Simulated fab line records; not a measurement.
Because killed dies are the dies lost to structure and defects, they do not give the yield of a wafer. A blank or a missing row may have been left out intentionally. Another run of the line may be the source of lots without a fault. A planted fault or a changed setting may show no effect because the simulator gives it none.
fab line records	flow gf180mcu
record: lots: 6	wafers: 18	last-day: 34
route steps=602 shown POLY_GATE@166 HV_LDD@176
lots with no fault: from the same line, run without faults
start-h: hours from the record's opening day to when the first of the lot's shown wafers began	wait-h: hours from the lot's prior step to this one	" unchanged from the row above	L1.1+2: a row that stands for several wafers	- no value present, or no start provided	* or withheld: withheld	< > ~ a bound
route shown NAME@n: names a module that has steps shown in the file, with the first one's number in the route	usual: mean and standard deviation over wafers with no fault	same: alike in all rows	chamber/n: place in a boat	sites: per-site readings	_std_site: standard deviation of those values	_edge_site: mean of outer sites minus mean of inner sites	radius-mm: how far each site lies from the wafer's centre	mask NAME#n: copy n	behind: the most recent tool/chamber to have shaped the wafer	hold: reason for holding the lot/hours on hold/outcome of the hold	device: names the non-switching transistor (n, p or np)	end of line: at the end of the route, the tests of the same wafers	for a step that has no rows: nothing shown but its recipe	killed: dies lost to structure and defects at the first sort, not the wafer's yield	map: a wafer's dies, marking killed ones x, the rest . and places with no die _
set.NAME: the run value of the setting; set.NAME@STEP: its run value at that earlier step	model.NAME: the simulator's own value behind a step, which no gauge read
lots seen at some steps along the route; tables by step, rows by wafer
services: from which hour (start-h, from the record's first day; less than 0 if before it) a tool's chamber was out of use, for how many hours, and why
== steps ==
step: GF_POLY_GATE_DEVELOP_09
recipe: develop-time-s: 60	resist: KrF	dev-temp-c: 21
step: GF_POLY_GATE_CD_MEAS_10
recipe: target-cd-nm: 280
usual: cd-nm: 279.8/1.2
lot.wafer	tool	chamber	start-h	wait-h	cd-nm
L761.2	cd-sem-02	-	208.47	0.1	279.1
L761.4	"	-	"	"	278.4
L761.5	"	-	"	"	279.6
L766.2	cd-sem-02	-	250.62	0.1	279.5
L766.5	"	-	"	"	280.2
L766.6	"	-	"	"	280.4
L775.1	cd-sem-01	-	312.15	0.1	280.8
L775.2	"	-	"	"	279.5
L775.4	"	-	"	"	280.0
L776.2	cd-sem-01	-	319.97	0.1	279.2
L776.3	"	-	"	"	279.6
L776.5	"	-	"	"	278.7
L779.2	cd-sem-01	-	343.07	0.1	279.5
L779.5	"	-	"	"	279.5
L779.6	"	-	"	"	279.6
L781.2	cd-sem-01	-	358.56	0.1	280.6
L781.5	"	-	"	"	279.6
L781.6	"	-	"	"	280.6
step: GF_POLY_GATE_OVL_MEAS_11
usual: POLY_GATE_OVL: -1/5.6
lot.wafer	tool	chamber	start-h	wait-h	POLY_GATE_OVL[nm]
L761.2	overlay-02	-	208.58	0.1	2
L761.4	"	-	"	"	2
L761.5	"	-	"	"	-1
L766.2	overlay-01	-	250.73	0.1	-1
L766.5	"	-	"	"	-3
L766.6	"	-	"	"	-5
L775.1	overlay-02	-	312.27	0.1	-1
L775.2	"	-	"	"	-5
L775.4	"	-	"	"	2
L776.2	overlay-01	-	320.08	0.1	-3
L776.3	"	-	"	"	-2
L776.5	"	-	"	"	-2
L779.2	overlay-01	-	343.17	0.1	4
L779.5	"	-	"	"	4
L779.6	"	-	"	"	-1
L781.2	overlay-02	-	358.66	0.1	0
L781.5	"	-	"	"	-2
L781.6	"	-	"	"	-5
step: GF_POLY_GATE_ETCH_12
recipe: chemistry: N2/H2	target-depth-a: withheld	overetch-a: withheld	time-s: withheld	target: BARC	ion-energy-ev: 200	source-w: 500	bias-w: 100	pressure-mtorr: 30	n2-flow-sccm: 100	h2-flow-sccm: 200
usual: drypump-motor-current-A: 5.7/0.41	oes-product-au: 0.735/0.0044	throttle-valve-pct: 13.215/0.01
lot.wafer	tool	chamber	start-h	wait-h	drypump-motor-current-A	oes-product-au	throttle-valve-pct
L761.2	rie-diel-03	2	208.61	0.0	6.4	0.735	13.221
L761.4	"	1	"	"	5.7	0.738	13.225
L761.5	"	1	"	"	5.6	0.736	13.208
L766.2	rie-diel-03	3	250.76	0.0	5.6	0.738	13.217
L766.5	"	2	"	"	6.4	0.737	13.202
L766.6	"	3	"	"	5.6	0.737	13.206
L775.1	rie-diel-03	1	312.30	0.0	5.7	0.737	13.214
L775.2	"	3	"	"	5.6	0.729	13.233
L775.4	"	2	"	"	6.4	0.732	13.213
L776.2	rie-diel-02	1	320.11	0.0	5.9	0.732	13.218
L776.3	"	0	"	"	5.7	0.735	13.226
L776.5	"	2	"	"	5.2	0.734	13.220
L779.2	rie-diel-02	0	343.20	0.0	5.8	0.742	13.218
L779.5	"	2	"	"	5.2	0.733	13.215
L779.6	"	3	"	"	4.9	0.734	13.201
L781.2	rie-diel-04	0	358.69	0.0	5.3	0.739	13.225
L781.5	"	1	"	"	5.7	0.732	13.224
L781.6	"	0	"	"	5.3	0.737	13.206
step: GF_POLY_GATE_ETCH_13
recipe: target: poly-Si	target-depth-nm: 198.5	stop-on: SiO2	over-etch-frac: 0.403	chemistry: HBr/Cl2	icp-w: 400	bias-w: 100	pressure-mtorr: 10	HBr_flow_sccm: 150	Cl2_flow_sccm: 50	time-s: 69.6
usual: HBr_flow_sccm: 150.0/0.44	drypump-motor-current-A: 5.6/0.46	oes-product-au: 0.992/0.0066	throttle-valve-pct: 33.684/0.0097
lot.wafer	tool	chamber	start-h	wait-h	HBr_flow_sccm	drypump-motor-current-A	oes-product-au	rf-hours-counter-h	throttle-valve-pct
L761.2	rie-si-01	0	208.66	-	150.0	5.2	0.990	36	33.687
L761.4	"	0	"	"	149.6	5.1	0.996	-	33.667
L761.5	"	1	"	"	150.3	5.8	0.993	-	33.698
L766.2	rie-si-02	3	250.81	-	149.9	6.4	0.995	36	33.664
L766.5	"	0	"	"	149.9	6.0	0.988	-	33.666
L766.6	"	1	"	"	149.8	5.5	0.988	-	33.689
L775.1	rie-si-01	2	312.36	-	149.4	5.0	0.997	4	33.679
L775.2	"	0	"	"	150.2	5.2	0.995	37	33.688
L775.4	"	1	"	"	149.6	5.8	0.998	5	33.688
L776.2	rie-si-01	2	320.16	-	150.4	4.9	0.994	4	33.696
L776.3	"	3	"	"	151.0	5.2	0.993	1	33.680
L776.5	"	0	"	"	150.8	5.2	0.991	-	33.671
L779.2	rie-si-01	0	343.25	-	149.2	5.2	0.996	37	33.688
L779.5	"	2	"	"	149.5	4.9	0.989	-	33.679
L779.6	"	3	"	"	150.7	5.2	1.006	-	33.683
L781.2	rie-si-02	1	358.74	-	150.9	5.5	0.983	3	33.679
L781.5	"	0	"	"	150.2	6.0	0.992	-	33.692
L781.6	"	1	"	"	149.9	5.5	0.994	-	33.680
step: GF_POLY_GATE_STRIP_14
recipe: chemistry: O2/N2	power-w: 1400	pressure-mtorr: 1500	platen-temp-c: 250	o2-flow-sccm: 3000	n2-flow-sccm: 300	overash-fraction: 0.5
usual: drypump-motor-current-A: 5.8/0.44	heater-power-w: 323/41	oes-product-au: 0.504/0.0051
lot.wafer	tool	chamber	start-h	wait-h	drypump-motor-current-A	heater-power-w	oes-product-au	rf-hours-counter-h
L761.2	plasma-asher-01	1	208.72	0.0	6.0	304	0.506	38
L761.4	"	1	"	"	6.0	305	0.494	-
L761.5	"	0	"	"	5.9	410	0.499	-
L766.2	plasma-asher-04	0	250.86	0.0	6.3	303	0.504	62
L766.5	"	1	"	"	5.0	333	0.504	-
L766.6	"	0	"	"	6.3	305	0.497	-
L775.1	plasma-asher-01	1	312.41	0.0	5.9	316	0.498	49
L775.2	"	0	"	"	5.9	413	0.504	49
L775.4	"	1	"	"	5.9	309	0.509	-
L776.2	plasma-asher-01	0	320.21	0.0	5.9	419	0.501	50
L776.3	"	0	"	"	5.9	421	0.498	-
L776.5	"	0	"	"	5.9	414	0.502	-
L779.2	plasma-asher-04	1	343.31	0.0	5.0	331	0.505	71
L779.5	"	0	"	"	6.3	309	0.503	-
L779.6	"	1	"	"	5.0	330	0.504	-
L781.2	plasma-asher-04	1	358.80	0.0	5.1	338	0.498	73
L781.5	"	1	"	"	5.0	333	0.503	-
L781.6	"	0	"	"	6.3	305	0.507	-
step: GF_POLY_GATE_CLEAN_15
recipe: chemistry: SC1/SC2	mix: 1:4:20	temp-c: 70	time-s: 150	dry: n2-spin
step: GF_POLY_GATE_OXIDATION_16
recipe: temp-c: 850	ambient: O2	stabilise-s: 600	purge-s: 300	target-thk-a: 40	ox-time-s: 899
step: GF_POLY_GATE_THK_MEAS_17
recipe: reads: SiO2_of_POLY_GATE_OXIDATION_16
usual: POLY_GATE_OXIDATION_THK: 4.03/0.07
lot.wafer	tool	chamber	start-h	wait-h	POLY_GATE_OXIDATION_THK[nm]
L761.2	film-metro-02	-	210.13	0.0	4.01
L761.4	"	-	"	"	3.98
L761.5	"	-	"	"	3.97
L766.2	film-metro-04	-	253.51	0.0	4.10
L766.5	"	-	"	"	4.03
L766.6	"	-	"	"	3.96
L775.1	film-metro-03	-	313.81	0.0	4.04
L775.2	"	-	"	"	4.14
L775.4	"	-	"	"	4.11
L776.2	film-metro-03	-	321.63	0.0	4.08
L776.3	"	-	"	"	4.11
L776.5	"	-	"	"	4.14
L779.2	film-metro-02	-	344.72	0.0	3.91
L779.5	"	-	"	"	3.90
L779.6	"	-	"	"	3.97
L781.2	film-metro-03	-	360.35	0.0	3.99
L781.5	"	-	"	"	4.03
L781.6	"	-	"	"	4.04
step: GF_POLY_GATE_CD_MEAS_18
usual: cd-nm: 279.8/1.8
lot.wafer	tool	chamber	start-h	wait-h	cd-nm
L761.2	cd-sem-01	-	210.20	0.1	281.3
L761.4	"	-	"	"	279.5
L761.5	"	-	"	"	279.4
L766.2	cd-sem-02	-	253.59	0.1	278.6
L766.5	"	-	"	"	282.0
L766.6	"	-	"	"	280.1
L775.1	cd-sem-01	-	313.87	0.1	278.9
L775.2	"	-	"	"	279.0
L775.4	"	-	"	"	278.3
L776.2	cd-sem-01	-	321.71	0.1	277.4
L776.3	"	-	"	"	281.3
L776.5	"	-	"	"	281.0
L779.2	cd-sem-01	-	344.80	0.1	282.5
L779.5	"	-	"	"	277.6
L779.6	"	-	"	"	281.2
L781.2	cd-sem-02	-	360.42	0.1	279.7
L781.5	"	-	"	"	280.2
L781.6	"	-	"	"	279.2
step: GF_HV_LDD_DEHYDRATE_00
recipe: temp-c: 200	time-s: 60
step: GF_HV_LDD_HMDS_01
recipe: prime-time-s: 60	prime-temp-c: 120.7
step: GF_HV_LDD_COAT_02
recipe: resist: NOVOLAK	spin-rpm: 3000	resist-thk-nm: 1000
lot.wafer	tool	chamber	start-h	wait-h	model.NOVOLAK_of_HV_LDD_COAT_02.thk-nm
L761.2	litho-track-04	0	219.48	0.1	1002
L761.4	"	0	"	"	996.8
L761.5	"	0	"	"	998.3
L766.2+5	litho-track-02	0	262.96	0.1	998
L766.6	"	0	"	"	996.4
L775.1	litho-track-02	0	324.54	0.1	860.1
L775.2	"	0	"	"	859.2
L775.4	"	0	"	"	859.5
L776.2	litho-track-02	0	332.41	0.1	864.3
L776.3	"	0	"	"	864.9
L776.5	"	0	"	"	866.2
L779.2	litho-track-04	0	355.52	0.1	1005
L779.5+6	"	0	"	"	1001
L781.2	litho-track-04	0	372.02	0.1	998.4
L781.5	"	0	"	"	994.7
L781.6	"	0	"	"	995.6
step: GF_HV_LDD_SOFTBAKE_03
recipe: temp-c: 90	time-s: 60	resist: NOVOLAK
step: GF_HV_LDD_EXPOSE_04
recipe: mask-id: Nplus_LV_AREA	target-cd-nm: 400	na: 0.6	source-shape: conventional	sigma-outer: 0.6	dose-mj: 140
step: GF_HV_LDD_PEB_05
recipe: temp-c: withheld	time-s: *	resist: NOVOLAK
step: GF_HV_LDD_DEVELOP_06
recipe: develop-time-s: 60	dev-temp-c: 23
lot.wafer	tool	chamber	start-h	wait-h	model.NOVOLAK_of_HV_LDD_COAT_02.thk-nm
L761.2	litho-track-04	0	227.98	0.1	1001
L761.4	"	0	"	"	996.4
L761.5	"	0	"	"	997.9
L766.2+5	litho-track-03	0	272.45	0.1	997.6
L766.6	"	0	"	"	996
L775.1	litho-track-03	0	335.07	0.1	859.7
L775.2	"	0	"	"	858.8
L775.4	"	0	"	"	859.1
L776.2	litho-track-03	0	343.54	0.1	863.8
L776.3	"	0	"	"	864.5
L776.5	"	0	"	"	865.8
L779.2	litho-track-02	0	366.81	0.1	1004
L779.5+6	"	0	"	"	1001
L781.2	litho-track-02	0	382.81	0.1	998
L781.5	"	0	"	"	994.3
L781.6	"	0	"	"	995.2
step: GF_HV_LDD_CD_MEAS_07
recipe: target-cd-nm: 400
usual: cd-nm: 399.2/2.4
lot.wafer	tool	chamber	start-h	wait-h	cd-nm
L761.2	cd-sem-02	-	228.12	0.1	399.5
L761.4	"	-	"	"	399.3
L761.5	"	-	"	"	399.5
L766.2	cd-sem-01	-	272.59	0.1	396.8
L766.5	"	-	"	"	395.2
L766.6	"	-	"	"	396.0
L775.1	cd-sem-01	-	335.22	0.1	416.4
L775.2	"	-	"	"	414.4
L775.4	"	-	"	"	414.5
L776.2	cd-sem-02	-	343.69	0.1	413.1
L776.3	"	-	"	"	412.2
L776.5	"	-	"	"	412.1
L779.2	cd-sem-02	-	366.96	0.1	399.0
L779.5	"	-	"	"	401.7
L779.6	"	-	"	"	401.2
L781.2	cd-sem-01	-	382.96	0.1	401.1
L781.5	"	-	"	"	401.6
L781.6	"	-	"	"	401.4
step: GF_HV_LDD_OVL_MEAS_08
usual: HV_LDD_OVL: 0.3/1.2
lot.wafer	tool	chamber	start-h	wait-h	HV_LDD_OVL[nm]
L761.2	overlay-02	-	228.23	0.1	0.9
L761.4	"	-	"	"	1.1
L761.5	"	-	"	"	0.1
L766.2	overlay-01	-	272.70	0.1	-0.2
L766.5	"	-	"	"	-1.2
L766.6	"	-	"	"	0.8
L775.1	overlay-02	-	335.34	0.1	0.3
L775.2	"	-	"	"	1.5
L775.4	"	-	"	"	-2.0
L776.2	overlay-02	-	343.80	0.1	1.6
L776.3	"	-	"	"	0.1
L776.5	"	-	"	"	1.7
L779.2	overlay-02	-	367.06	0.1	-0.1
L779.5	"	-	"	"	0.2
L779.6	"	-	"	"	0.8
L781.2	overlay-02	-	383.06	0.1	-1.3
L781.5	"	-	"	"	-0.2
L781.6	"	-	"	"	-0.4
step: GF_HV_LDD_IMPLANT_09
recipe: species: As	energy-kev: 40	dose-cm2: 1e+14	tilt-deg: 7
step: GF_HV_LDD_STRIP_10
recipe: chemistry: O2/N2	power-w: 1400	pressure-mtorr: 1500	platen-temp-c: 250	o2-flow-sccm: 3000	n2-flow-sccm: 300	overash-fraction: 0.5
usual: drypump-motor-current-A: 5.8/0.37	heater-power-w: 321/46	oes-product-au: 0.716/0.0046	strip-time-to-endpoint-s: 12.62/0.032
lot.wafer	tool	chamber	start-h	wait-h	drypump-motor-current-A	heater-power-w	oes-product-au	rf-hours-counter-h	strip-time-to-endpoint-s
L761.2	plasma-asher-04	0	228.41	0.1	6.3	306	0.723	60	12.65
L761.4	"	0	"	"	6.3	298	0.713	-	12.58
L761.5	"	0	"	"	6.3	298	0.711	-	12.61
L766.2	plasma-asher-04	1	272.88	0.1	5.0	338	0.714	64	12.60
L766.5	"	1	"	"	5.0	344	0.715	-	12.60
L766.6	"	0	"	"	6.3	303	0.723	-	12.57
L775.1	plasma-asher-03	1	335.53	0.1	6.1	318	0.686	68	11.00
L775.2	"	0	"	"	5.7	267	0.690	68	10.99
L775.4	"	0	"	"	5.7	269	0.692	-	10.99
L776.2	plasma-asher-04	1	343.98	0.1	5.0	315	0.690	71	11.04
L776.3	"	0	"	"	6.3	302	0.690	-	11.04
L776.5	"	1	"	"	5.0	338	0.688	-	11.07
L779.2	plasma-asher-01	1	367.24	0.1	6.0	308	0.711	55	12.66
L779.5	"	1	"	"	6.0	305	0.720	-	12.63
L779.6	"	0	"	"	5.9	415	0.716	-	12.66
L781.2	plasma-asher-03	0	383.24	0.1	5.7	260	0.714	73	12.61
L781.5	"	1	"	"	6.1	315	0.714	-	12.57
L781.6	"	0	"	"	5.7	266	0.718	-	12.57
step: GF_HV_LDD_TW_MEAS_11
usual: HV_LDD_TW: 2414/13
lot.wafer	tool	chamber	start-h	wait-h	HV_LDD_TW
L761.2	film-metro-04	-	228.52	0.1	2398
L761.4	"	-	"	"	2395
L761.5	"	-	"	"	2394
L766.2	film-metro-01	-	272.99	0.1	2449
L766.5	"	-	"	"	2413
L766.6	"	-	"	"	2432
L775.1	film-metro-01	-	335.63	0.1	2421
L775.2	"	-	"	"	2428
L775.4	"	-	"	"	2403
L776.2	film-metro-01	-	344.09	0.1	2428
L776.3	"	-	"	"	2412
L776.5	"	-	"	"	2425
L779.2	film-metro-04	-	367.35	0.1	2410
L779.5	"	-	"	"	2403
L779.6	"	-	"	"	2410
L781.2	film-metro-01	-	383.35	0.1	2425
L781.5	"	-	"	"	2424
L781.6	"	-	"	"	2425
== services ==
tool	chamber	start-h	hours	kind
rie-diel-04	2	190.34	17.8	repair
rie-diel-04	0	199.79	16.0	repair
rie-si-01	2	208.24	3.3	repair
rie-si-02	-	217.54	0.6	repair
rie-si-01	2	229.05	3.0	repair
rie-diel-03	-	234.84	1.1	repair
rie-diel-02	2	242.67	31.4	repair
rie-diel-03	1	244.84	1.5	repair
rie-diel-03	2	259.85	5.8	repair
rie-diel-03	0	269.00	-	clean
rie-diel-03	0	269.00	25.5	scheduled-down
rie-diel-03	0	269.00	25.5	vent-cycle
rie-diel-03	2	272.45	1.2	repair
rie-diel-02	1	275.59	1.4	repair
litho-track-03	-	289.04	-	consumable-replace:filter
rie-si-02	1	319.15	6.4	repair
rie-diel-02	2	322.81	2.5	repair
plasma-asher-01	-	332.97	3.1	repair
rie-diel-03	1	335.65	2.4	repair
rie-diel-03	-	341.18	2.8	pm
rie-diel-03	3	353.57	14.6	repair
rie-diel-03	-	366.49	0.8	repair
rie-si-02	0	371.64	7.2	repair
plasma-asher-04	-	381.25	9.9	repair
== key ==
first-sign: step: GF_HV_LDD_CD_MEAS_07	reading: cd-nm	direction: up	sigmas: 6	usual: 399.2	struck: 413.8
effect: step: GF_HV_LDD_STRIP_10	reading: strip-time-to-endpoint-s	direction: down	sigmas: 50	usual: *	struck: *
model-effect: step: GF_HV_LDD_COAT_02	value: NOVOLAK_of_HV_LDD_COAT_02.thk-nm	without: 1001	struck: 862.4
model-effect: step: GF_HV_LDD_DEVELOP_06	value: NOVOLAK_of_HV_LDD_COAT_02.thk-nm	without: 1000	struck: 862
met-at GF_HV_LDD_COAT_02
struck-wafers L775.1,L775.2,L775.4,L776.2,L776.3,L776.5
tester-left-out L775,L776
onset-between 262.96 324.54
also-fits GF_POLY_GATE_STRIP_14:plasma-asher-01,GF_HV_LDD_DEVELOP_06:litho-track-03
fault: kind: process-parameter-drift	tool: litho-track-02	chamber: -	onset-h: 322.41	steps: GF_HV_LDD_COAT_02	channel: resist-thk-nm	offset: *	shape: step	end-h: 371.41	acts-in: *	stated: *
tester-left-out: of these lots the tester's yield and bins aren't shown, on N5 and GAA mostly nor the transistor test; their killed dies are dies lost to structure and defects alone, not to doping, threshold or leakage, so they don't give the yield
